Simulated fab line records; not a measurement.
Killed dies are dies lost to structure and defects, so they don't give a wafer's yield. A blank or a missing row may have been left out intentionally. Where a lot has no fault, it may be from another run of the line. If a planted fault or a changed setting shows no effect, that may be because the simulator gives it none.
fab line records	flow sfqLine
record lots=6	wafers=18	lastDay=86
route steps=325 shown M5@206 A5B@209 R5@212
lots that met no fault: taken from a fault-free run of the same line
startH: hours from the record's opening day to when the first of the lot's shown wafers began	waitH: hours elapsed since this lot's preceding step	" same as the row above	L1.1+2: a row that stands for several wafers	- no value, or no start was given	* or withheld: withheld	< > ~ a bound
route shown NAME@n: names a module that has steps shown in the file, with the first one's number in the route	usual: mean/standard deviation taken from wafers without a fault	same: alike in all rows	chamber/n: place in a boat	sites: readings site by site	_std_site: their standard deviation	_edge_site: inner sites' mean taken away from outer sites' mean	radiusMm: how far each site lies from the wafer's centre	mask NAME#n: copy n	behind: the last tool/chamber to shape the wafer	hold: the reason the lot was held/the length of the hold in hours/how it ended	device: the transistor (n, p or np) that didn't switch	end of line: the tests these same wafers got at the end of their route	for a step that has no rows: nothing shown but its recipe	killed: count of dies lost to structure and defects at first sort (not the wafer's yield)	map: a wafer's dies, marking killed ones x, the rest . and places with no die _
set.NAME: the run value of the setting; set.NAME@STEP: its run value at that earlier step	model.NAME: the simulator's own value behind a step, which no gauge read
lots seen at some steps along the route; tables by step, rows by wafer
services: the hour from which a tool's chamber was out of use, counted from the record's first day as startH (under 0 if before that day), plus the number of hours and why
## steps
# step SFQ_TRILAYER_M5_ETCH_METAL_ETCH_126
# recipe target=Nb	stopOn=SiO2	maskMaterial=PR	overEtchFrac=0.15	timeS=203.2	chemistry=Cl2/BCl3	targetDepthNm=265	icpW=600	biasW=80	pressureMtorr=10
# usual chamberPressureMTorr=9.999/0.0087	drypumpMotorCurrentA=5.8/0.4	oesProductAu=0.728/0.0066
# same timeS=203.2
lot.wafer	tool	chamber	startH	waitH	chamberPressureMTorr	drypumpMotorCurrentA	oesProductAu	rfHoursCounterH
L591.1	rieMetal-04	1	1447.87	0.0	9.998	5.8	0.718	52
L591.3	"	0	"	"	9.990	5.0	0.736	-
L591.5	"	1	"	"	10.002	5.8	0.721	-
L594.3	rieMetal-03	1	1483.06	0.1	10.013	5.9	0.742	-
L594.5	"	1	"	"	10.003	6.0	0.735	-
L594.6	"	0	"	"	10.001	5.9	0.740	-
L595.1	rieMetal-01	1	1486.60	0.0	10.000	6.3	0.720	59
L595.3	"	0	"	"	10.008	6.1	0.729	-
L595.5	"	0	"	"	10.005	6.1	0.727	-
L602.1	rieMetal-03	0	1632.30	0.0	10.005	5.9	0.716	35
L602.2	"	1	"	"	9.995	6.0	0.718	83
L602.5	"	0	"	"	10.020	5.9	0.729	-
L603.2	rieMetal-04	1	1638.30	0.0	10.013	5.8	0.736	82
L603.3	"	1	"	"	9.994	5.8	0.723	-
L603.4	"	0	"	"	10.012	5.0	0.721	-
L608.2	rieMetal-01	1	1653.50	0.0	10.006	6.3	0.728	79
L608.3	"	1	"	"	9.993	6.3	0.727	-
L608.6	"	0	"	"	9.997	6.1	0.724	-
# step SFQ_TRILAYER_M5_STRIP_STRIP_127
# recipe gas=O2	powerW=200	platenTempC=40	overashFraction=0.65	chemistry=O2	pressureMtorr=50
# usual chamberPressureMTorr=50.01/0.042	drypumpMotorCurrentA=5.8/0.4	oesProductAu=1.001/0.016
lot.wafer	tool	chamber	startH	waitH	chamberPressureMTorr	drypumpMotorCurrentA	oesProductAu	rfHoursCounterH
L591.1	rieMetal-04	1	1448.07	0.1	49.95	5.8	1.018	52
L591.3	"	0	"	"	50.06	5.0	1.017	-
L591.5	"	1	"	"	49.98	5.8	1.009	-
L594.3	rieMetal-03	1	1483.39	0.3	50.02	5.9	1.004	-
L594.5	"	1	"	"	50.00	6.0	1.010	-
L594.6	"	0	"	"	49.98	6.0	0.979	-
L595.1	rieMetal-01	1	1486.79	0.1	50.03	6.3	1.009	59
L595.3	"	0	"	"	49.97	6.1	1.046	-
L595.5	"	0	"	"	50.03	6.1	1.026	-
L602.1	rieMetal-03	0	1632.49	0.1	49.97	5.9	0.985	35
L602.2	"	1	"	"	49.98	6.0	1.004	83
L602.5	"	0	"	"	50.00	5.9	0.993	-
L603.2	rieMetal-04	1	1638.49	0.1	50.04	5.8	1.032	82
L603.3	"	1	"	"	50.00	5.8	1.031	-
L603.4	"	0	"	"	49.93	5.0	0.981	-
L608.2	rieMetal-01	1	1653.70	0.1	49.99	6.3	0.992	80
L608.3	"	1	"	"	49.97	6.3	0.998	-
L608.6	"	0	"	"	50.06	6.1	1.022	-
# step SFQ_TRILAYER_M5_STRIP_SOLV_CLEAN_128
# recipe chemistry=NMP	tempC=70	timeS=600
# step SFQ_TRILAYER_A5B_DEP_PECVD_129
# recipe material=SiO2	tempC=150	timeS=133.33	pressureTorr=2.4	rfW=183.3	precursor=SiH4/N2O	targetThkNm=600
# step SFQ_TRILAYER_A5B_CMP_CMP_130
# recipe stopOn=Nb	downForcePsi=3	platenRpm=60	targetThkNm=340.7
# usual motorCurrentA=10.0/1.5
lot.wafer	tool	chamber	startH	waitH	motorCurrentA
L591.1	cmp-01	2	1453.78	4.9	7.8
L591.3	"	3	"	"	12.6
L591.5	"	1	1455.28	6.3	10.5
L594.3	cmp-01	1	1488.14	4.1	10.0
L594.6	"	3	1489.14	5.1	12.4
L594.5	"	0	"	"	8.7
L595.3	cmp-02	1	1491.16	3.5	11.9
L595.1	"	3	1492.16	4.5	10.0
L595.5	"	1	1493.16	5.5	11.6
L602.1	cmp-01	1	1633.86	0.5	10.3
L602.2	"	2	"	"	8.2
L602.5	"	1	1635.86	2.5	10.2
L603.2	cmp-01	0	1639.36	0.0	8.3
L603.3	"	1	"	"	10.1
L603.4	"	3	1640.86	1.5	13.3
L608.3	cmp-01	3	1654.56	0.0	12.9
L608.2	"	2	1656.06	1.5	7.8
L608.6	"	3	"	"	12.1
# step SFQ_TRILAYER_A5B_METRO_MEASURE_131
# step SFQ_TRILAYER_R5_DEP_SPUTTER_132
# recipe material=Ti	basePressurePa=1.33e-06	targetThkNm=5	powerW=2000	timeS=5	chamberPressurePa=0.4
# usual basePressurePa=1.33e-06/1.1e-07	throttleValvePct=29.7/1.2
# same timeS=5
lot.wafer	tool	chamber	startH	waitH	basePressurePa	throttleValvePct
L591.1	pvdSputter-03	-	1457.48	1.0	1.01e-06	29.4
L591.3	"	-	"	"	1.34e-06	28.5
L591.5	"	-	"	"	1.31e-06	29.3
L594.3	pvdSputter-05	-	1491.34	0.6	1.54e-06	31.8
L594.5	"	-	"	"	1.17e-06	30.8
L594.6	"	-	"	"	1.3e-06	31.4
L595.1	pvdSputter-05	-	1494.86	1.0	1.25e-06	30.6
L595.3	"	-	"	"	1.25e-06	31.7
L595.5	"	-	"	"	1.43e-06	31.3
L602.1	pvdSputter-03	-	1637.56	1.0	1.41e-06	30.1
L602.2	"	-	"	"	1.54e-06	29.1
L602.5	"	-	"	"	1.24e-06	28.7
L603.2	pvdSputter-03	-	1643.56	0.8	1.31e-06	29.1
L603.3	"	-	"	"	1.29e-06	29.9
L603.4	"	-	"	"	1.31e-06	29.0
L608.2	pvdSputter-06	-	1658.76	0.8	1.16e-06	30.3
L608.3	"	-	"	"	1.12e-06	29.6
L608.6	"	-	"	"	1.08e-06	30.1
# step SFQ_TRILAYER_R5_DEP_SPUTTER_133
# recipe material=MoNx	basePressurePa=1.33e-06	targetThkNm=40	powerW=1000	timeS=66.7	chamberPressurePa=0.4
# step SFQ_TRILAYER_R5_DEP_SPUTTER_134
# recipe material=Ti	basePressurePa=1.33e-06	targetThkNm=5	powerW=2000	timeS=5	chamberPressurePa=0.4
# step SFQ_R5_RS_MEAS_933
# recipe thkMeasGauge=four-point-probe	reads=Ti_of_TRILAYER_R5_DEP_SPUTTER_134+MoNx_of_TRILAYER_R5_DEP_SPUTTER_133+Ti_of_TRILAYER_R5_DEP_SPUTTER_132
# usual R5_MONX_RS=7.01/0.077
lot.wafer	tool	chamber	startH	waitH	R5_MONX_RS[ohm/sq]
L591.1	filmMetro-03	-	1457.57	0.0	7.24
L591.3	"	-	"	"	7.04
L591.5	"	-	"	"	7.23
L594.3	filmMetro-03	-	1491.47	0.0	7.04
L594.5	"	-	"	"	6.92
L594.6	"	-	"	"	7.02
L595.1	filmMetro-03	-	1494.95	0.0	7.00
L595.3	"	-	"	"	7.13
L595.5	"	-	"	"	7.14
L602.1	filmMetro-04	-	1637.65	0.0	6.94
L602.2	"	-	"	"	6.97
L602.5	"	-	"	"	6.93
L603.2	filmMetro-03	-	1643.67	0.0	6.99
L603.3	"	-	"	"	6.97
L603.4	"	-	"	"	6.91
L608.2	filmMetro-02	-	1658.87	0.0	7.02
L608.3	"	-	"	"	7.04
L608.6	"	-	"	"	7.01
# step SFQ_R5_THK_MEAS_934
# recipe thkMeasGauge=xrf	reads=MoNx_of_TRILAYER_R5_DEP_SPUTTER_133
# usual R5_MONX_THK=40.6/0.51
lot.wafer	tool	chamber	startH	waitH	R5_MONX_THK[nm]
L591.1	filmMetro-03	-	1457.69	0.1	39.3
L591.3	"	-	"	"	40.4
L591.5	"	-	"	"	39.1
L594.3	filmMetro-03	-	1491.57	0.1	40.4
L594.5	"	-	"	"	41.1
L594.6	"	-	"	"	40.9
L595.1	filmMetro-03	-	1495.07	0.1	40.6
L595.3	"	-	"	"	40.1
L595.5	"	-	"	"	40.2
L602.1	filmMetro-04	-	1637.77	0.1	40.5
L602.2	"	-	"	"	40.6
L602.5	"	-	"	"	40.8
L603.2	filmMetro-03	-	1643.78	0.1	40.9
L603.3	"	-	"	"	40.8
L603.4	"	-	"	"	41.4
L608.2	filmMetro-02	-	1658.98	0.1	41.4
L608.3	"	-	"	"	40.9
L608.6	"	-	"	"	41.6
# step SFQ_TRILAYER_R5_LITHO_COAT_141
# recipe resist=BARC	spinRpm=3000	resistThkNm=62
# step SFQ_TRILAYER_R5_LITHO_COAT_136
# recipe resist=KrF	spinRpm=3000	resistThkNm=600
# usual spinSpeedRpm=3000.5/2
lot.wafer	tool	chamber	startH	waitH	spinSpeedRpm	model.KrF_of_TRILAYER_R5_LITHO_COAT_136.thkNm
L591.1	lithoTrack-02	0	1458.05	0.2	2999.3	600.6
L591.3	"	0	"	"	3002.7	600.9
L591.5	"	0	"	"	2997.8	599.1
L594.3	lithoTrack-01	0	1492.01	0.2	1986.4	735.5
L594.5	"	0	"	"	1985.3	737.1
L594.6	"	0	"	"	1984.3	734.5
L595.1	lithoTrack-01	0	1495.43	0.2	1983.8	739
L595.3	"	0	"	"	1984.2	738.5
L595.5	"	0	"	"	1985.3	740.5
L602.1	lithoTrack-04	0	1638.13	0.2	3001.9	602.5
L602.2	"	0	"	"	3007.0	603.3
L602.5	"	0	"	"	3001.4	600.9
L603.2	lithoTrack-01	0	1644.18	0.2	3004.2	597.5
L603.3	"	0	"	"	3003.8	598.2
L603.4	"	0	"	"	3000.3	598.5
L608.2	lithoTrack-02	0	1659.38	0.2	2998.1	601.1
L608.3	"	0	"	"	2996.3	600.7
L608.6	"	0	"	"	2998.8	600.7
# step SFQ_TRILAYER_R5_LITHO_SOFTBAKE_140
# recipe tempC=withheld	timeS=withheld	resist=KrF
# step SFQ_TRILAYER_R5_LITHO_EXPOSE_137
# recipe maskId=R5	na=0.6	sourceShape=conventional	sigmaOuter=0.65	targetCdNm=500	doseMj=14.4
# step SFQ_TRILAYER_R5_LITHO_PEB_139
# recipe pebTempC=115	pebTimeS=60	resist=KrF
# step SFQ_TRILAYER_R5_LITHO_DEVELOP_138
# recipe timeS=60	resist=KrF
# step SFQ_R5_OVL_MEAS_935
# usual R5_OVL=-3/6.2
lot.wafer	tool	chamber	startH	waitH	R5_OVL[nm]
L591.1	overlay-02	-	1460.98	0.1	0
L591.3	"	-	"	"	3
L591.5	"	-	"	"	-5
L594.3	overlay-02	-	1589.96	0.1	2
L594.5	"	-	"	"	-1
L594.6	"	-	"	"	0
L595.1	overlay-02	-	1595.52	0.1	5
L595.3	"	-	"	"	0
L595.5	"	-	"	"	1
L602.1	overlay-02	-	1642.07	0.1	-7
L602.2	"	-	"	"	-10
L602.5	"	-	"	"	-3
L603.2	overlay-01	-	1646.09	0.1	0
L603.3	"	-	"	"	-7
L603.4	"	-	"	"	-5
L608.2	overlay-02	-	1661.29	0.1	-2
L608.3	"	-	"	"	1
L608.6	"	-	"	"	-7
# step SFQ_TRILAYER_R5_BARC_OPEN_METAL_ETCH_177
# recipe maskMaterial=PR	chemistry=O2	targetDepthNm=125	target=BARC	icpW=600	biasW=80	pressureMtorr=10	timeS=41.7
# usual chamberPressureMTorr=10.000/0.0086	drypumpMotorCurrentA=5.92/0.22	oesProductAu=0.685/0.0044
# same timeS=41.7
lot.wafer	tool	chamber	startH	waitH	chamberPressureMTorr	drypumpMotorCurrentA	oesProductAu	rfHoursCounterH	model.R5.cdNm
L591.1	rieMetal-01	0	1461.01	0.0	9.999	6.11	0.685	14	499.4
L591.3	"	0	"	"	9.999	6.17	0.682	-	500.7
L591.5	"	1	"	"	9.995	6.28	0.689	-	499
L594.3	rieMetal-01	0	1590.01	0.0	9.993	6.07	0.685	-	504
L594.5	"	1	"	"	10.017	6.30	0.683	-	503.4
L594.6	"	0	"	"	9.988	6.09	0.681	-	503.7
L595.1	rieMetal-02	1	1595.55	0.0	9.996	5.75	0.679	9	504.1
L595.3	"	0	"	"	10.002	5.63	0.678	-	502.7
L595.5	"	0	"	"	10.013	5.63	0.684	-	502.3
L602.1	rieMetal-01	0	1642.10	0.0	9.992	6.07	0.683	37	500.4
L602.2	"	1	"	"	10.000	6.32	0.685	77	498.6
L602.5	"	1	"	"	9.992	6.33	0.692	-	499.4
L603.2	rieMetal-02	0	1646.12	0.0	9.992	5.61	0.689	91	499
L603.3	"	1	"	"	9.988	5.74	0.689	-	500.9
L603.4	"	0	"	"	9.993	5.66	0.684	-	497.4
L608.2	rieMetal-03	1	1661.32	0.0	10.000	5.95	0.685	88	501.2
L608.3	"	0	"	"	10.008	5.91	0.685	-	501.8
L608.6	"	0	"	"	9.997	5.92	0.688	-	500.8
# step SFQ_TRILAYER_R5_ETCH_METAL_ETCH_139
# recipe stopOn=SiO2	maskMaterial=PR	chemistry=Cl2	targetDepthNm=60	icpW=600	biasW=80	pressureMtorr=10	timeS=40
# usual chamberPressureMTorr=10.000/0.0094	drypumpMotorCurrentA=5.92/0.22	oesProductAu=0.989/0.0071
# same timeS=40
lot.wafer	tool	chamber	startH	waitH	chamberPressureMTorr	drypumpMotorCurrentA	oesProductAu	rfHoursCounterH	model.KrF_of_TRILAYER_R5_LITHO_COAT_136.thkNm	model.R5.cdNm
L591.1	rieMetal-01	0	1461.07	0.0	9.995	6.13	0.991	14	497.1	499.3
L591.3	"	0	"	"	10.003	6.11	0.995	-	497.1	500.5
L591.5	"	1	"	"	9.997	6.29	0.986	-	498.1	499.3
L594.3	rieMetal-01	0	1590.06	0.0	10.015	6.11	1.002	-	631.9	504.1
L594.5	"	1	"	"	10.006	6.31	0.988	-	636.6	503.7
L594.6	"	0	"	"	10.001	6.08	0.996	-	631.1	503.5
L595.1	rieMetal-02	1	1595.61	0.0	9.998	5.73	0.994	9	638.6	503.5
L595.3	"	0	"	"	9.997	5.65	0.990	-	636.5	502.8
L595.5	"	0	"	"	10.013	5.62	0.994	-	638.8	502.5
L602.1	rieMetal-01	0	1642.16	0.0	10.014	6.07	0.990	37	498.5	500.6
L602.2	"	1	"	"	10.011	6.30	0.989	78	502	498.8
L602.5	"	1	"	"	9.995	6.29	0.989	-	499.3	499.4
L603.2	rieMetal-02	0	1646.18	0.0	10.006	5.64	0.985	91	496.1	499.4
L603.3	"	1	"	"	10.006	5.75	0.980	-	498.1	500
L603.4	"	0	"	"	9.996	5.63	0.987	-	497.1	497.8
L608.2	rieMetal-03	1	1661.38	0.0	9.993	5.93	0.987	88	499.4	500.7
L608.3	"	0	"	"	10.004	5.97	0.987	-	500.9	501.6
L608.6	"	0	"	"	9.996	5.94	0.980	-	500.9	500.6
# step SFQ_TRILAYER_R5_STRIP_STRIP_140
# recipe gas=O2	powerW=200	platenTempC=40	overashFraction=0.65	chemistry=O2	pressureMtorr=50
# usual chamberPressureMTorr=50.00/0.051	drypumpMotorCurrentA=5.92/0.22	oesProductAu=0.999/0.013
lot.wafer	tool	chamber	startH	waitH	chamberPressureMTorr	drypumpMotorCurrentA	oesProductAu	rfHoursCounterH
L591.1	rieMetal-01	0	1461.13	0.0	50.08	6.12	1.017	15
L591.3	"	0	"	"	50.11	6.12	1.022	-
L591.5	"	1	"	"	50.02	6.28	0.990	-
L594.3	rieMetal-01	0	1590.30	0.2	49.97	6.06	1.018	-
L594.5	"	1	"	"	50.02	6.28	0.985	-
L594.6	"	0	"	"	49.95	6.10	1.015	-
L595.1	rieMetal-02	1	1595.67	0.0	50.04	5.75	0.997	9
L595.3	"	0	"	"	49.98	5.61	1.006	-
L595.5	"	0	"	"	49.99	5.64	1.003	-
L602.1	rieMetal-01	0	1642.22	0.0	50.02	6.10	1.021	37
L602.2	"	1	"	"	50.04	6.33	0.994	78
L602.5	"	1	"	"	49.92	6.33	1.003	-
L603.2	rieMetal-02	0	1646.24	0.0	50.06	5.61	1.013	91
L603.3	"	1	"	"	49.96	5.73	0.987	-
L603.4	"	0	"	"	50.00	5.57	1.009	-
L608.2	rieMetal-03	1	1661.44	0.0	50.05	5.98	0.980	88
L608.3	"	0	"	"	50.01	5.91	0.981	-
L608.6	"	0	"	"	50.10	5.92	0.984	-
## services
tool	chamber	startH	hours	kind
pvdSputter-05	-	1425.25	1.3	repair
cmp-01	-	1427.95	4.3	pm
cmp-02	-	1437.55	4.0	pm
rieMetal-02	-	1437.83	1.4	pm
cmp-01	-	1438.62	1.3	repair
cmp-01	-	1475.50	5.6	repair
rieMetal-02	1	1485.10	-	clean
rieMetal-02	1	1485.10	-	consumableReplace:focusRing
rieMetal-02	1	1485.10	18.4	scheduledDown
rieMetal-02	1	1485.10	18.4	ventCycle
cmp-01	-	1491.22	2.4	repair
cmp-01	-	1494.82	0.2	repair
pvdSputter-05	-	1498.05	4.3	repair
cmp-01	-	1502.34	3.4	repair
cmp-02	-	1511.66	4.4	pm
cmp-01	-	1519.82	2.5	repair
cmp-01	-	1534.53	7.3	repair
rieMetal-01	0	1537.97	5.5	repair
cmp-02	-	1543.98	5.0	repair
pvdSputter-03	-	1567.56	5.1	repair
cmp-02	-	1585.66	1.8	repair
cmp-01	-	1593.42	4.0	pm
rieMetal-01	-	1594.38	0.6	repair
rieMetal-02	0	1613.74	14.9	repair
## key
firstSign step=SFQ_TRILAYER_R5_LITHO_COAT_136	reading=spinSpeedRpm	direction=down	sigmas=99+	usual=3000.5	struck=1984.9
effect none on later readings
modelEffect step=SFQ_TRILAYER_R5_LITHO_COAT_136	value=KrF_of_TRILAYER_R5_LITHO_COAT_136.thkNm	without=599.8	struck=737.5
modelEffect step=SFQ_TRILAYER_R5_BARC_OPEN_METAL_ETCH_177	value=R5.cdNm	without=498.5	struck=503.4
modelEffect step=SFQ_TRILAYER_R5_ETCH_METAL_ETCH_139	value=KrF_of_TRILAYER_R5_LITHO_COAT_136.thkNm	without=497.9	struck=635.6
metAt SFQ_TRILAYER_R5_LITHO_COAT_136
struckWafers L594.3,L594.5,L594.6,L595.1,L595.3,L595.5
fault kind=processParameterDrift	tool=lithoTrack-01	chamber=-	onsetH=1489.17	steps=SFQ_TRILAYER_R5_LITHO_COAT_136	channel=spinRpm	offset=-1015.6	shape=step	endH=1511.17	actsIn=theseRecipesOnly	stated=3000
